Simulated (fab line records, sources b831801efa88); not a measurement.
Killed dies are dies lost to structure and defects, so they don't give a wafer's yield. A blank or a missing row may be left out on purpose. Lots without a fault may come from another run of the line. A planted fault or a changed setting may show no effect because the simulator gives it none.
Chamber matching | flow sfq_line | SFQ_TRILAYER_I1_CMP_CMP_046 on cmp-02: 4 sister chambers
The step polishes SiO2. 4 wafers are shown with their chamber, then 8 later ones without.

WAFERS WITH THEIR CHAMBER
wafer  | chamber | motor_current_A (A)
L649.5 | 1       | 9.2
L651.2 | 2       | 10.1
L651.6 | 0       | 9.9
L653.2 | 3       | 8.8

WAFERS WITHOUT THEIR CHAMBER
wafer  | motor_current_A (A)
L653.3 | 10.8
L653.1 | 9.1
L654.2 | 8.3
L654.3 | 10.7
L654.6 | 9.8
L657.3 | 9.9
L657.5 | 9.8
L657.6 | 9.3

WHICH CHAMBER EACH WENT THROUGH
wafer  | from the rows above               | in truth
L653.3 | can't be placed: 2 or 0           | 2
L653.1 | can't be placed: 1 or 3 or 0      | 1
L654.2 | can't be placed: 3 or 1           | 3
L654.3 | can't be placed: 2 or 0           | 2
L654.6 | can't be placed: 0 or 2 or 1      | 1
L657.3 | can't be placed: 0 or 2 or 1      | 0
L657.5 | can't be placed: 0 or 2 or 1      | 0
L657.6 | can't be placed: 1 or 3 or 0 or 2 | 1
Placed correctly: 0 of 8. Can't be placed from these rows: 8 (the true chamber is among the candidates in 8). Placed wrongly: 0.
How it was worked out, from the rows above alone: a wafer's distance from a chamber is the root of the sum, over the readings, of the square of ((its reading less the chamber's mean) divided by the reading's scatter). The wafer belongs to the nearest chamber; if the next one is less than 2 further off, it can't be placed. A chamber's mean is the mean of its shown wafers. The scatter: with one shown wafer a chamber, the root of the mean of the squares of how far each hidden wafer lies from its nearest shown one.
